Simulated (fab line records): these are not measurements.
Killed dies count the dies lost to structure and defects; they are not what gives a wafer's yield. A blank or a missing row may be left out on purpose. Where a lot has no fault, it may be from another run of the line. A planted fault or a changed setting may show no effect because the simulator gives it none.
fab line records	flow sky130
record lots=7	wafers=21	last_day=50
route steps=708 shown LDD_HVN@275 LDD_HVP@278 LDD_LDN@289 SPACER@304 POLY_CUT@307 PAD_OPEN@708
lots that met no fault: from a run of the same line without faults
start_h: the number of hours between the record's first day and the start of the first shown wafer of the lot	wait_h: hours from the lot's prior step to this one	" repeats the value in the row above	L1.1+2: a row that stands for several wafers	- no value, or no start was given	* or withheld: withheld	< > ~ a bound
route shown NAME@n: a module of which the file shows steps, and the number in the route of the first	usual: mean/standard deviation of fault-free wafers	same: alike in all rows	chamber/n: place in a boat	sites: per-site readings	_std_site: standard deviation of those values	_edge_site: outer sites' mean less inner sites'	radius_mm: for every site, how far away it sits from the centre of the wafer	mask NAME#n: copy n	behind: the last tool/chamber to shape the wafer	hold: reason for holding the lot/hours on hold/outcome of the hold	device: whichever transistor did not switch (one of n, p or np)	end of line: the route-end tests of the same wafers	a step with no rows: only its recipe	killed: the dies lost at the first sort to structure and to defects; this is not the yield of the wafer	map: the dies of a wafer, with x for killed, . for not killed, _ for no die there
set.NAME: the setting the step ran with; set.NAME@STEP: the setting that earlier step ran with	model.NAME: the simulator's own value behind a step, which no gauge read
lots seen at some steps along the route; tables by step, rows by wafer
services: from which hour (start_h, from the record's first day; less than 0 if before it) a tool's chamber was out of use, for how many hours, and why
## steps
# step SKY_LDD_HVN_IMPLANT_08
# recipe species=P	energy_kev=60	dose_cm2=3e+13	tilt_deg=40
# step SKY_LDD_HVN_STRIP_09
# recipe chemistry=O2/N2	power_w=1400	pressure_mtorr=1500	platen_temp_c=withheld	o2_flow_sccm=3000	n2_flow_sccm=300	overash_fraction=0.5
# usual drypump_motor_current_A=5.34/0.24	oes_product_au=0.409/0.0043	strip_time_to_endpoint_s=4.142/0.014
lot.wafer	tool	chamber	start_h	wait_h	drypump_motor_current_A	oes_product_au	rf_hours_counter_h	strip_time_to_endpoint_s
L972.4	plasma_asher-01	1	482.68	0.1	5.69	0.409	-	4.139
L972.5	"	0	"	"	5.37	0.414	-	4.154
L972.6	"	1	"	"	5.67	0.403	-	4.137
L973.2	plasma_asher-01	1	487.24	0.1	5.67	0.408	35	4.140
L973.4	"	1	"	"	5.69	0.405	-	4.157
L973.5	"	0	"	"	5.35	0.409	-	4.141
L977.1	plasma_asher-03	0	541.38	0.1	5.03	0.400	69	4.141
L977.2	"	1	"	"	5.40	0.405	69	4.137
L977.5	"	1	"	"	5.38	0.409	-	4.129
L982.2	plasma_asher-03	1	577.69	0.1	5.36	0.402	73	4.143
L982.5	"	1	"	"	5.36	0.408	-	4.151
L982.6	"	0	"	"	5.02	0.407	-	4.138
L987.1	plasma_asher-03	1	624.99	0.1	5.38	0.405	78	4.135
L987.3	"	0	"	"	5.02	0.409	-	4.156
L987.4	"	1	"	"	5.37	0.407	-	4.145
L989.1	plasma_asher-02	1	627.98	0.1	5.43	0.398	22	4.115
L989.3	"	1	"	"	5.44	0.412	-	4.118
L989.4	"	0	"	"	5.70	0.414	-	4.143
L990.1	plasma_asher-03	0	643.63	0.1	5.04	0.414	80	4.144
L990.2	"	1	"	"	5.41	0.409	80	4.148
L990.6	"	0	"	"	5.03	0.409	-	4.135
# step SKY_LDD_HVN_TW_MEAS_10
# usual LDD_HVN_TW=1442/11
lot.wafer	tool	chamber	start_h	wait_h	LDD_HVN_TW
L972.4	film_metro-01	-	482.77	0.1	1437
L972.5	"	-	"	"	1443
L972.6	"	-	"	"	1446
L973.2	film_metro-03	-	487.35	0.1	1469
L973.4	"	-	"	"	1462
L973.5	"	-	"	"	1459
L977.1	film_metro-01	-	541.48	0.1	1448
L977.2	"	-	"	"	1437
L977.5	"	-	"	"	1442
L982.2	film_metro-01	-	577.80	0.1	1452
L982.5	"	-	"	"	1452
L982.6	"	-	"	"	1450
L987.1	film_metro-04	-	625.09	0.1	1434
L987.3	"	-	"	"	1433
L987.4	"	-	"	"	1434
L989.1	film_metro-04	-	628.08	0.1	1430
L989.3	"	-	"	"	1431
L989.4	"	-	"	"	1429
L990.1	film_metro-04	-	643.73	0.1	1437
L990.2	"	-	"	"	1433
L990.6	"	-	"	"	1432
# step SKY_LDD_HVP_DEHYDRATE_00
# recipe temp_c=200	time_s=60
# step SKY_LDD_HVP_HMDS_01
# recipe prime_time_s=60	prime_temp_c=120
# step SKY_LDD_HVP_COAT_02
# recipe resist=NOVOLAK	spin_rpm=3000	resist_thk_nm=300
# step SKY_LDD_HVP_SOFTBAKE_03
# recipe temp_c=90	time_s=60	resist=NOVOLAK
# step SKY_LDD_HVP_EXPOSE_04
# recipe mask_id=HVPTM	na=0.6	source_shape=conventional	sigma_outer=0.6	polarization=unpolarized	target_cd_nm=700	dose_mj=86
# step SKY_LDD_HVP_PEB_05
# recipe temp_c=withheld	time_s=*	resist=NOVOLAK
# step SKY_LDD_HVP_DEVELOP_06
# recipe resist=NOVOLAK	developer=TMAH	develop_time_s=60	dev_temp_c=23
# step SKY_LDD_HVP_OVL_MEAS_07
# usual LDD_HVP_OVL=-1.7/1.3
lot.wafer	tool	chamber	start_h	wait_h	LDD_HVP_OVL[nm]
L972.4	overlay-02	-	512.85	0.1	-1.2
L972.5	"	-	"	"	-1.4
L972.6	"	-	"	"	0.2
L973.2	overlay-01	-	517.86	0.1	-1.5
L973.4	"	-	"	"	-1.6
L973.5	"	-	"	"	-3.1
L977.1	overlay-02	-	570.59	0.1	-3.0
L977.2	"	-	"	"	-1.4
L977.5	"	-	"	"	-2.0
L982.2	overlay-02	-	606.86	0.1	-2.2
L982.5	"	-	"	"	-2.5
L982.6	"	-	"	"	-4.0
L987.1	overlay-01	-	653.69	0.1	-3.0
L987.3	"	-	"	"	-2.4
L987.4	"	-	"	"	-1.0
L989.1	overlay-01	-	656.64	0.1	0.2
L989.3	"	-	"	"	0.2
L989.4	"	-	"	"	1.8
L990.1	overlay-01	-	671.74	0.1	-1.0
L990.2	"	-	"	"	-3.0
L990.6	"	-	"	"	-2.5
# step SKY_LDD_HVP_IMPLANT_08
# recipe species=B	energy_kev=20	dose_cm2=1.7e+13	tilt_deg=17.9
# step SKY_LDD_HVP_STRIP_09
# recipe chemistry=O2/N2	power_w=1400	pressure_mtorr=1500	platen_temp_c=withheld	o2_flow_sccm=3000	n2_flow_sccm=300	overash_fraction=0.5
# usual drypump_motor_current_A=5.5/0.44	oes_product_au=0.409/0.0046	strip_time_to_endpoint_s=4.146/0.017
lot.wafer	tool	chamber	start_h	wait_h	drypump_motor_current_A	oes_product_au	rf_hours_counter_h	strip_time_to_endpoint_s
L972.4	plasma_asher-04	0	513.06	0.1	6.2	0.407	-	4.131
L972.5	"	0	"	"	6.3	0.400	-	4.124
L972.6	"	1	"	"	5.0	0.409	-	4.117
L973.2	plasma_asher-03	1	518.04	0.1	5.4	0.407	67	4.160
L973.4	"	0	"	"	5.0	0.412	-	4.151
L973.5	"	0	"	"	5.0	0.411	-	4.140
L977.1	plasma_asher-04	1	570.77	0.1	5.0	0.412	91	4.159
L977.2	"	0	"	"	6.3	0.403	91	4.120
L977.5	"	1	"	"	5.0	0.412	-	4.122
L982.2	plasma_asher-02	0	607.04	0.1	5.7	0.412	19	4.133
L982.5	"	0	"	"	5.7	0.410	-	4.154
L982.6	"	1	"	"	5.4	0.410	-	4.147
L987.1	plasma_asher-02	0	653.87	0.1	5.7	0.403	25	4.142
L987.3	"	1	"	"	5.4	0.401	-	4.146
L987.4	"	0	"	"	5.7	0.404	-	4.147
L989.1	plasma_asher-02	0	656.82	0.1	5.7	0.410	25	4.153
L989.3	"	1	"	"	5.4	0.408	-	4.162
L989.4	"	0	"	"	5.7	0.412	-	4.155
L990.1	plasma_asher-02	1	671.92	0.1	5.4	0.408	28	4.158
L990.2	"	0	"	"	5.6	0.412	28	4.156
L990.6	"	1	"	"	5.4	0.412	-	4.145
# step SKY_LDD_HVP_TW_MEAS_10
# usual LDD_HVP_TW=456/3.9
lot.wafer	tool	chamber	start_h	wait_h	LDD_HVP_TW
L972.4	film_metro-04	-	513.15	0.1	458
L972.5	"	-	"	"	458
L972.6	"	-	"	"	458
L973.2	film_metro-04	-	518.15	0.1	456
L973.4	"	-	"	"	456
L973.5	"	-	"	"	457
L977.1	film_metro-02	-	570.87	0.1	453
L977.2	"	-	"	"	451
L977.5	"	-	"	"	451
L982.2	film_metro-03	-	607.19	0.1	456
L982.5	"	-	"	"	459
L982.6	"	-	"	"	457
L987.1	film_metro-02	-	653.97	0.1	456
L987.3	"	-	"	"	456
L987.4	"	-	"	"	457
L989.1	film_metro-02	-	656.92	0.1	453
L989.3	"	-	"	"	451
L989.4	"	-	"	"	452
L990.1	film_metro-03	-	672.02	0.1	463
L990.2	"	-	"	"	464
L990.6	"	-	"	"	463
# step SKY_LDD_LDN_DEHYDRATE_00
# recipe temp_c=200	time_s=60
# step SKY_LDD_LDN_HMDS_01
# recipe prime_time_s=60	prime_temp_c=120
# step SKY_LDD_LDN_COAT_02
# recipe resist=NOVOLAK	spin_rpm=3000	resist_thk_nm=1140
# step SKY_LDD_LDN_SOFTBAKE_03
# recipe temp_c=90	time_s=60	resist=NOVOLAK
# step SKY_LDD_LDN_EXPOSE_04
# recipe mask_id=LDNTM	na=0.6	source_shape=conventional	sigma_outer=0.6	polarization=unpolarized	target_cd_nm=700	dose_mj=140
# step SKY_LDD_LDN_PEB_05
# recipe temp_c=withheld	time_s=*	resist=NOVOLAK
# step SKY_LDD_LDN_DEVELOP_06
# recipe resist=NOVOLAK	developer=TMAH	develop_time_s=60	dev_temp_c=23
# step SKY_LDD_LDN_OVL_MEAS_07
# usual LDD_LDN_OVL=0.3/1.3
lot.wafer	tool	chamber	start_h	wait_h	LDD_LDN_OVL[nm]
L972.4	overlay-02	-	542.95	0.1	1.4
L972.5	"	-	"	"	1.9
L972.6	"	-	"	"	3.2
L973.2	overlay-02	-	547.59	0.1	0.9
L973.4	"	-	"	"	1.1
L973.5	"	-	"	"	1.0
L977.1	overlay-01	-	600.20	0.1	-0.5
L977.2	"	-	"	"	-0.2
L977.5	"	-	"	"	0.4
L982.2	overlay-01	-	636.14	0.1	0.5
L982.5	"	-	"	"	-1.3
L982.6	"	-	"	"	-0.6
L987.1	overlay-02	-	681.54	0.1	0.4
L987.3	"	-	"	"	0.2
L987.4	"	-	"	"	-1.5
L989.1	overlay-01	-	683.75	0.1	1.5
L989.3	"	-	"	"	1.1
L989.4	"	-	"	"	2.1
L990.1	overlay-02	-	698.72	0.1	-2.5
L990.2	"	-	"	"	-0.3
L990.6	"	-	"	"	-0.6
# step SKY_LDD_LDN_IMPLANT_08
# recipe species=As	energy_kev=15	dose_cm2=1.25e+13	tilt_deg=withheld	rotation_deg=23
# step SKY_LDD_LDN_IMPLANT_09
# recipe species=As	energy_kev=15	dose_cm2=1.25e+13	tilt_deg=withheld	rotation_deg=113
# step SKY_LDD_LDN_IMPLANT_10
# recipe species=As	energy_kev=15	dose_cm2=1.25e+13	tilt_deg=withheld	rotation_deg=203
# step SKY_LDD_LDN_IMPLANT_11
# recipe species=As	energy_kev=15	dose_cm2=1.25e+13	tilt_deg=withheld	rotation_deg=293
# step SKY_LDD_LDN_STRIP_12
# recipe chemistry=O2/N2	power_w=1400	pressure_mtorr=1500	platen_temp_c=withheld	o2_flow_sccm=3000	n2_flow_sccm=300	overash_fraction=0.5
# usual drypump_motor_current_A=5.6/0.36	oes_product_au=0.715/0.0041	strip_time_to_endpoint_s=14.22/0.035
lot.wafer	tool	chamber	start_h	wait_h	drypump_motor_current_A	oes_product_au	rf_hours_counter_h	strip_time_to_endpoint_s
L972.4	plasma_asher-04	1	543.61	0.1	5.0	0.714	-	14.22
L972.5	"	0	"	"	6.3	0.720	-	14.14
L972.6	"	1	"	"	4.9	0.711	-	14.18
L973.2	plasma_asher-01	1	548.22	0.1	5.7	0.718	42	14.18
L973.4	"	1	"	"	5.7	0.709	-	14.22
L973.5	"	0	"	"	5.4	0.714	-	14.15
L977.1	plasma_asher-01	1	600.83	0.1	5.7	0.708	47	14.18
L977.2	"	0	"	"	5.4	0.717	47	14.20
L977.5	"	0	"	"	5.4	0.713	-	14.19
L982.2	plasma_asher-02	1	636.77	0.1	5.4	0.716	23	14.24
L982.5	"	1	"	"	5.4	0.712	-	14.19
L982.6	"	0	"	"	5.7	0.720	-	14.27
L987.1	plasma_asher-04	0	682.17	0.1	6.2	0.712	105	14.24
L987.3	"	0	"	"	6.2	0.710	-	14.28
L987.4	"	1	"	"	5.0	0.715	-	14.26
L989.1	plasma_asher-02	1	684.38	0.1	5.4	0.716	30	14.21
L989.3	"	1	"	"	5.4	0.716	-	14.25
L989.4	"	0	"	"	5.7	0.718	-	14.22
L990.1	plasma_asher-02	1	699.35	0.1	5.4	0.716	32	14.20
L990.2	"	0	"	"	5.7	0.714	32	14.24
L990.6	"	0	"	"	5.6	0.717	-	14.27
# step SKY_LDD_LDN_TW_MEAS_13
# usual LDD_LDN_TW=1474/12
lot.wafer	tool	chamber	start_h	wait_h	LDD_LDN_TW
L972.4	film_metro-02	-	543.70	0.1	1464
L972.5	"	-	"	"	1466
L972.6	"	-	"	"	1467
L973.2	film_metro-02	-	548.33	0.1	1463
L973.4	"	-	"	"	1462
L973.5	"	-	"	"	1458
L977.1	film_metro-01	-	600.93	0.1	1470
L977.2	"	-	"	"	1474
L977.5	"	-	"	"	1470
L982.2	film_metro-02	-	636.88	0.1	1464
L982.5	"	-	"	"	1480
L982.6	"	-	"	"	1468
L987.1	film_metro-03	-	682.27	0.1	1499
L987.3	"	-	"	"	1495
L987.4	"	-	"	"	1502
L989.1	film_metro-01	-	684.48	0.1	1485
L989.3	"	-	"	"	1471
L989.4	"	-	"	"	1486
L990.1	film_metro-02	-	699.45	0.1	1469
L990.2	"	-	"	"	1464
L990.6	"	-	"	"	1463
# step SKY_LDD_LDN_CLEAN_14
# recipe chemistry=SC1/SC2	mix=1:4:20	temp_c=70	time_s=150	dry=n2_spin
# step SKY_SPACER_CVD_00
# recipe material=Si3N4	precursor=DCS/NH3	target_thk_nm=43.1	temp_c=770	time_s=740	pressure_mtorr=250
# step SKY_SPACER_THK_MEAS_01
# recipe reads=Si3N4_of_SPACER_CVD_00
# usual SPACER_CVD_00_THK=42.8/0.43
lot.wafer	tool	chamber	start_h	wait_h	SPACER_CVD_00_THK[nm]
L972.4	film_metro-04	-	545.62	0.0	42.9
L972.5	"	-	"	"	42.5
L972.6	"	-	"	"	42.3
L973.2	film_metro-04	-	549.74	0.0	42.7
L973.4	"	-	"	"	42.8
L973.5	"	-	"	"	42.6
L977.1	film_metro-02	-	602.25	0.0	42.5
L977.2	"	-	"	"	42.5
L977.5	"	-	"	"	42.6
L982.2	film_metro-02	-	639.74	0.0	42.2
L982.5	"	-	"	"	42.2
L982.6	"	-	"	"	42.3
L987.1	film_metro-04	-	683.59	0.0	42.9
L987.3	"	-	"	"	42.7
L987.4	"	-	"	"	42.8
L989.1	film_metro-02	-	687.36	0.0	42.6
L989.3	"	-	"	"	43.3
L989.4	"	-	"	"	42.4
L990.1	film_metro-02	-	701.69	0.0	43.2
L990.2	"	-	"	"	42.7
L990.6	"	-	"	"	42.9
# step SKY_SPACER_ETCHBACK_02
# recipe chemistry=CH3F/O2	target=Si3N4	stop_on=SiO2	source_w=400	bias_w=80	pressure_mtorr=25	ch3f_flow_sccm=40	O2_flow_sccm=30	time_s=46.7	target_depth_a=450
# usual O2_flow_sccm=30.00/0.088	drypump_motor_current_A=5.7/0.4	oes_product_au=0.852/0.0071	throttle_valve_pct=10.563/0.0085
lot.wafer	tool	chamber	start_h	wait_h	O2_flow_sccm	drypump_motor_current_A	oes_product_au	rf_hours_counter_h	throttle_valve_pct
L972.4	rie_diel-02	1	545.67	0.0	30.04	5.7	0.849	-	10.558
L972.5	"	2	"	"	30.04	6.4	0.845	-	10.560
L972.6	"	3	"	"	30.03	5.4	0.840	-	10.557
L973.2	rie_diel-02	1	549.79	0.0	30.11	5.7	0.839	71	10.573
L973.4	"	2	"	"	29.84	6.4	0.854	-	10.566
L973.5	"	1	"	"	30.03	5.7	0.848	-	10.575
L977.1	rie_diel-01	2	602.31	0.1	30.07	5.6	0.840	14	10.566
L977.2	"	3	"	"	29.90	5.3	0.841	3	10.564
L977.5	"	2	"	"	29.94	5.6	0.849	-	10.553
L982.2	rie_diel-03	2	639.79	0.0	29.94	4.9	0.849	17	10.568
L982.5	"	1	"	"	29.89	5.6	0.845	-	10.570
L982.6	"	2	"	"	29.95	4.9	0.843	-	10.566
L987.1	rie_diel-01	0	683.65	0.1	30.03	5.6	0.853	10	10.574
L987.3	"	3	"	"	29.88	5.3	0.849	4	10.548
L987.4	"	1	"	"	30.01	5.6	0.846	13	10.551
L989.1	rie_diel-01	2	687.42	0.1	29.93	5.6	0.851	16	10.570
L989.3	"	0	"	"	29.85	5.6	0.862	10	10.560
L989.4	"	1	"	"	29.97	5.6	0.844	13	10.566
L990.1	rie_diel-02	0	701.75	0.1	30.12	6.4	0.854	1	10.569
L990.2	"	3	"	"	30.07	5.4	0.856	7	10.567
L990.6	"	2	"	"	30.04	6.4	0.853	-	10.540
# step SKY_POLY_CUT_DEHYDRATE_00
# recipe temp_c=200	time_s=60
# step SKY_POLY_CUT_HMDS_01
# recipe prime_time_s=60	prime_temp_c=120
# step SKY_POLY_CUT_COAT_02
# recipe resist=BARC	temp_c=withheld	time_s=withheld	spin_rpm=3000	resist_thk_nm=60
# step SKY_POLY_CUT_COAT_03
# recipe resist=KrF-thick	spin_rpm=3000	resist_thk_nm=450
# step SKY_POLY_CUT_SOFTBAKE_04
# recipe temp_c=100	time_s=90	resist=KrF-thick
# step SKY_POLY_CUT_EXPOSE_05
# recipe mask_id=NPCM	na=0.8	source_shape=annular	sigma_inner=0.55	sigma_outer=0.85	target_cd_nm=270	dose_mj=32
# step SKY_POLY_CUT_PEB_06
# recipe peb_temp_c=withheld	peb_time_s=withheld	resist=KrF-thick
# step SKY_POLY_CUT_DEVELOP_07
# recipe develop_time_s=60	resist=KrF-thick	dev_temp_c=21
# step SKY_POLY_CUT_CD_MEAS_08
# recipe target_cd_nm=270
# usual cd_nm=269.7/1.3
lot.wafer	tool	chamber	start_h	wait_h	cd_nm
L972.4	cd_sem-02	-	575.67	-	269.8
L972.5	"	-	"	"	270.6
L972.6	"	-	"	"	270.7
L973.2	cd_sem-01	-	579.87	-	267.2
L973.4	"	-	"	"	267.8
L973.5	"	-	"	"	268.5
L977.1	cd_sem-02	-	631.15	-	268.5
L977.2	"	-	"	"	270.5
L977.5	"	-	"	"	270.9
L982.2	cd_sem-01	-	668.52	-	270.8
L982.5	"	-	"	"	270.0
L982.6	"	-	"	"	271.5
L987.1	cd_sem-02	-	711.62	-	268.2
L987.3	"	-	"	"	268.5
L987.4	"	-	"	"	269.0
L989.1	cd_sem-02	-	714.87	-	271.9
L989.3	"	-	"	"	271.2
L989.4	"	-	"	"	272.7
L990.1	cd_sem-01	-	729.70	-	269.7
L990.2	"	-	"	"	271.5
L990.6	"	-	"	"	270.0
# step SKY_POLY_CUT_OVL_MEAS_09
# usual POLY_CUT_OVL=2/5
lot.wafer	tool	chamber	start_h	wait_h	POLY_CUT_OVL[nm]
L972.4	overlay-02	-	575.75	0.1	4
L972.5	"	-	"	"	1
L972.6	"	-	"	"	-1
L973.2	overlay-01	-	579.97	0.1	1
L973.4	"	-	"	"	-1
L973.5	"	-	"	"	1
L977.1	overlay-02	-	631.27	0.1	5
L977.2	"	-	"	"	5
L977.5	"	-	"	"	3
L982.2	overlay-02	-	668.62	0.1	1
L982.5	"	-	"	"	7
L982.6	"	-	"	"	5
L987.1	overlay-01	-	711.74	0.1	-4
L987.3	"	-	"	"	1
L987.4	"	-	"	"	-6
L989.1	overlay-01	-	714.99	0.1	-5
L989.3	"	-	"	"	-14
L989.4	"	-	"	"	-5
L990.1	overlay-02	-	729.82	0.1	-7
L990.2	"	-	"	"	4
L990.6	"	-	"	"	4
# step SKY_PAD_OPEN_PROBE_99
# usual killed_at_M0_to_M3=44/6.4	killed_at_M4_up=3.6/2.1	killed_at_contacts=23/5.1	killed_at_front_end=15/4.3	killed_at_other=0.3/0.56	killed_dies=86/9	killed_open=47/6.4	killed_short=39/5.8
# same gross_dies=492	killed_at_back_side=0
lot.wafer	tool	chamber	start_h	wait_h	killed_at_M0_to_M3	killed_at_M4_up	killed_at_contacts	killed_at_front_end	killed_at_other	killed_dies	killed_open	killed_short
L973.2	prober-02	-	1086.80	0.1	46	1	17	15	1	80	39	41
L973.4	prober-02	-	1086.90	0.2	46	2	19	12	0	79	41	38
L973.5	prober-02	-	1086.95	0.2	48	2	20	14	0	84	39	45
L977.1	prober-01	-	1119.33	0.1	47	4	18	13	1	83	45	38
L977.2	prober-01	-	1119.38	0.1	41	4	31	11	0	87	52	35
L977.5	prober-01	-	1119.53	0.2	37	2	27	13	0	79	43	36
L982.2	prober-02	-	1140.88	0.1	41	3	20	10	0	74	37	37
L982.5	prober-02	-	1141.03	0.2	39	2	37	12	1	91	54	37
L982.6	prober-02	-	1141.08	0.2	34	11	26	15	0	86	44	42
L987.1	prober-01	-	1175.56	0.1	51	4	24	55	2	136	47	46
L987.3	prober-01	-	1175.66	0.2	41	5	34	60	1	141	44	45
L987.4	prober-01	-	1175.71	0.2	42	3	17	63	0	125	43	29
L989.1	prober-01	-	1185.11	0.1	25	2	23	68	0	118	35	34
L989.3	prober-01	-	1185.21	0.2	43	2	23	67	0	135	47	40
L989.4	prober-01	-	1185.26	0.2	49	1	31	72	0	153	55	46
L990.1	prober-01	-	1190.33	0.1	29	6	20	73	0	128	43	35
L990.2	prober-01	-	1190.38	0.1	46	1	22	65	0	134	45	40
L990.6	prober-01	-	1190.58	0.2	45	5	27	69	0	146	49	44
# killed by level:class
L973.2 VIA1:geometric_particle:open=9 METAL2:geometric_particle:short=9 METAL1:geometric_particle:short=8 LI_CONTACT:geometric_particle:open=6 FIELD_ISO:geometric_particle:open=5 VIA2:geometric_particle:open=5 LOCAL_INTERCONNECT:geometric_particle:short=4 METAL2:geometric_particle:open=4
L973.4 VIA3:geometric_particle:open=9 VIA3:geometric_particle:short=7 LI_CONTACT:geometric_particle:open=6 CONTACT:geometric_particle:open=6 METAL2:geometric_particle:short=6 VIA2:geometric_particle:open=6 VIA1:geometric_particle:short=5 VIA1:geometric_particle:open=5
L973.5 VIA1:geometric_particle:open=9 VIA3:geometric_particle:open=7 LI_CONTACT:geometric_particle:open=6 LOCAL_INTERCONNECT:geometric_particle:short=6 METAL2:geometric_particle:short=6 CONTACT:geometric_particle:open=5 METAL1:geometric_particle:short=5 VIA2:geometric_particle:open=5
L977.1 VIA1:geometric_particle:open=12 METAL1:geometric_particle:short=7 VIA2:geometric_particle:open=6 LI_CONTACT:geometric_particle:open=5 CONTACT:geometric_particle:short=5 VIA2:geometric_particle:short=5 LI_CONTACT:geometric_particle:short=4 VIA3:geometric_particle:open=4
L977.2 CONTACT:geometric_particle:open=12 VIA1:geometric_particle:open=12 LI_CONTACT:geometric_particle:open=8 VIA2:geometric_particle:open=6 METAL2:geometric_particle:short=5 LOCAL_INTERCONNECT:geometric_particle:short=4 VIA3:geometric_particle:open=4 VIA1:geometric_particle:short=4
L977.5 VIA1:geometric_particle:open=15 CONTACT:geometric_particle:open=11 LOCAL_INTERCONNECT:geometric_particle:short=7 LI_CONTACT:geometric_particle:open=5 VIA2:geometric_particle:short=5 FIELD_ISO:geometric_particle:open=4 POLY_GATE:geometric_particle:short=4 VIA1:geometric_particle:short=4
L982.2 CONTACT:geometric_particle:open=10 METAL1:geometric_particle:short=8 VIA1:geometric_particle:open=6 VIA3:geometric_particle:open=6 VIA2:geometric_particle:open=5 POLY_GATE:geometric_particle:open=4 LI_CONTACT:geometric_particle:open=4 METAL3:geometric_particle:short=4
L982.5 CONTACT:geometric_particle:open=15 LI_CONTACT:geometric_particle:open=11 VIA1:geometric_particle:open=8 CONTACT:geometric_particle:short=7 METAL2:geometric_particle:short=6 VIA2:geometric_particle:open=5 METAL3:geometric_particle:short=5 POLY_GATE:geometric_particle:short=4
L982.6 LI_CONTACT:geometric_particle:open=11 VIA1:geometric_particle:open=9 METAL4:geometric_particle:short=9 POLY_GATE:geometric_particle:open=6 METAL2:geometric_particle:short=6 CONTACT:geometric_particle:short=5 VIA2:geometric_particle:open=5 VIA3:geometric_particle:open=4
L987.1 LDD_HVP:unspecified=43 VIA1:geometric_particle:open=11 METAL2:geometric_particle:short=10 CONTACT:geometric_particle:open=10 VIA2:geometric_particle:open=8 VIA2:geometric_particle:short=7 LOCAL_INTERCONNECT:geometric_particle:short=5 VIA1:geometric_particle:short=5
L987.3 LDD_HVP:unspecified=52 CONTACT:geometric_particle:open=12 LI_CONTACT:geometric_particle:open=9 VIA1:geometric_particle:open=6 LI_CONTACT:geometric_particle:short=5 LOCAL_INTERCONNECT:geometric_particle:short=5 VIA2:geometric_particle:short=5 VIA3:geometric_particle:short=5
L987.4 LDD_HVP:unspecified=53 VIA2:geometric_particle:open=10 VIA1:geometric_particle:open=7 METAL2:geometric_particle:short=6 FIELD_ISO:geometric_particle:open=5 CONTACT:geometric_particle:open=5 LI_CONTACT:geometric_particle:open=4 LOCAL_INTERCONNECT:geometric_particle:short=4
L989.1 LDD_HVP:unspecified=49 LOCAL_INTERCONNECT:geometric_particle:short=6 CONTACT:geometric_particle:open=6 FIELD_ISO:geometric_particle:open=5 VIA1:geometric_particle:open=5 POLY_GATE:geometric_particle:short=4 LI_CONTACT:geometric_particle:open=4 CONTACT:geometric_particle:short=4
L989.3 LDD_HVP:unspecified=47 VIA3:geometric_particle:open=11 CONTACT:geometric_particle:open=10 METAL2:geometric_particle:short=9 FIELD_ISO:geometric_particle:short=7 VIA1:geometric_particle:open=5 FIELD_ISO:geometric_particle:open=4 POLY_GATE:geometric_particle:open=4
L989.4 LDD_HVP:unspecified=52 CONTACT:geometric_particle:open=14 VIA2:geometric_particle:open=11 VIA1:geometric_particle:open=8 VIA3:geometric_particle:open=8 LOCAL_INTERCONNECT:geometric_particle:short=7 FIELD_ISO:geometric_particle:short=6 METAL2:geometric_particle:short=6
L990.1 LDD_HVP:unspecified=50 POLY_GATE:geometric_particle:open=9 FIELD_ISO:geometric_particle:open=6 CONTACT:geometric_particle:open=6 LOCAL_INTERCONNECT:geometric_particle:short=5 VIA1:geometric_particle:open=5 VIA2:geometric_particle:open=5 METAL1:geometric_particle:short=4
L990.2 LDD_HVP:unspecified=49 VIA1:geometric_particle:open=12 METAL2:geometric_particle:short=9 METAL1:geometric_particle:short=7 LI_CONTACT:geometric_particle:open=6 LOCAL_INTERCONNECT:geometric_particle:short=5 CONTACT:geometric_particle:open=5 POLY_GATE:geometric_particle:short=4
L990.6 LDD_HVP:unspecified=53 LI_CONTACT:geometric_particle:open=10 VIA3:geometric_particle:open=9 VIA1:geometric_particle:open=7 LI_CONTACT:geometric_particle:short=6 CONTACT:geometric_particle:open=6 VIA1:geometric_particle:short=6 FIELD_ISO:geometric_particle:open=5
# map L987.3 (x killed, . not)
__________.........._________
________..x....x.x...._______
______....x..xx..x......_____
_____.x...x.......x......____
____.......x.x.xx......x..___
___xx.........xxxxxxx...x..__
__..xxx...xxxxxxxxx........x_
_........x.xxxxxxxxx.........
_...x.x....xxxxxxxxxx.x.x...x
_......x...xxxxxxxxx.....x...
_x...x......xxx.xxxxxxxx.xx.x
_.x...x...x.x..x....x.x......
_............................
_.x.....x......x.x..x..x.x...
_x.....x.xx.xx........x......
__......x.........xx..x.x.x._
___xx..x.....xxx..x........__
____x.x..........x........___
_____.x.x..........xx..x.____
______..x......xx......x_____
________.........xxx.._______
__________.x......x._________
# map L989.4 (x killed, . not)
__________x..xx....._________
________..x......x..x._______
______x.x...x..........._____
_____................x.x.____
____.x..x..x..........x.xx___
___.x..x...x...xx..x.x..xx.__
__...xxx...xxxxxxx.x....x..._
_x..x.....xxxxxxxx....x.x.x.x
_.xx....x.xxxxxxxxx....x.xx..
_..x.x...xxxxxxxxxx.x.x......
_..x..x...xxxxxxxxx.x......x.
_..x....x..xxxxxxx.....x.x...
_.x..x.x....x.xx..........x..
_...........x..x........x..x.
_.....x....x....x............
__x.....xxxxx.....x........._
___.xx....xx.....xx..xx....__
____..x.......x.x..x....xx___
_____....x.x..x.x.x..x...____
______.x........xxx....._____
________.........x...._______
__________...x...x.._________
## services
tool	chamber	start_h	hours	kind
rie_diel-03	3	462.51	7.5	repair
rie_diel-01	1	476.10	37.0	repair
plasma_asher-03	-	487.27	28.1	pm
rie_diel-03	2	493.84	13.9	repair
rie_diel-02	1	513.29	3.5	repair
rie_diel-01	0	517.68	10.7	repair
rie_diel-02	0	543.29	9.2	repair
rie_diel-03	-	566.09	4.3	pm
rie_diel-02	0	570.18	9.9	repair
plasma_asher-02	-	576.68	1.1	repair
rie_diel-02	0	591.97	-	clean
rie_diel-02	0	591.97	19.1	scheduled_down
rie_diel-02	0	591.97	19.1	vent_cycle
rie_diel-03	1	602.77	17.5	repair
plasma_asher-01	-	604.29	109.0	repair
rie_diel-02	1	611.08	-	clean
rie_diel-02	1	611.08	22.8	scheduled_down
rie_diel-02	0	635.17	33.6	repair
rie_diel-01	-	636.74	14.6	pm
plasma_asher-03	-	649.88	0.6	repair
rie_diel-03	3	656.42	22.1	repair
plasma_asher-02	-	657.18	1.2	repair
rie_diel-01	3	659.74	1.4	repair
plasma_asher-03	-	660.56	17.7	repair
## key
first_sign step=SKY_PAD_OPEN_PROBE_99	reading=killed_at_front_end	direction=up	sigmas=12	usual=15	struck=66
effect step=SKY_PAD_OPEN_PROBE_99	reading=killed_dies	direction=up	sigmas=5.4	usual=86	struck=135
met_at SKY_LDD_HVP_STRIP_09
struck_wafers L987.1,L987.3,L987.4,L989.1,L989.3,L989.4,L990.1,L990.2,L990.6
tester_left_out L987,L989,L990
onset_between 607.04 653.87
also_fits time
fault kind=chamber_particle_source	tool=plasma_asher-02	chamber=-	onset_h=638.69	steps=SKY_LDD_HVP_STRIP_09	rate_per_visit_cm2=0.66639	end_h=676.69
# tester_left_out: of these lots the tester's yield and bins aren't shown, on N5 and GAA mostly nor the transistor test; their killed dies are dies lost to structure and defects alone, not to doping, threshold or leakage, so they don't give the yield
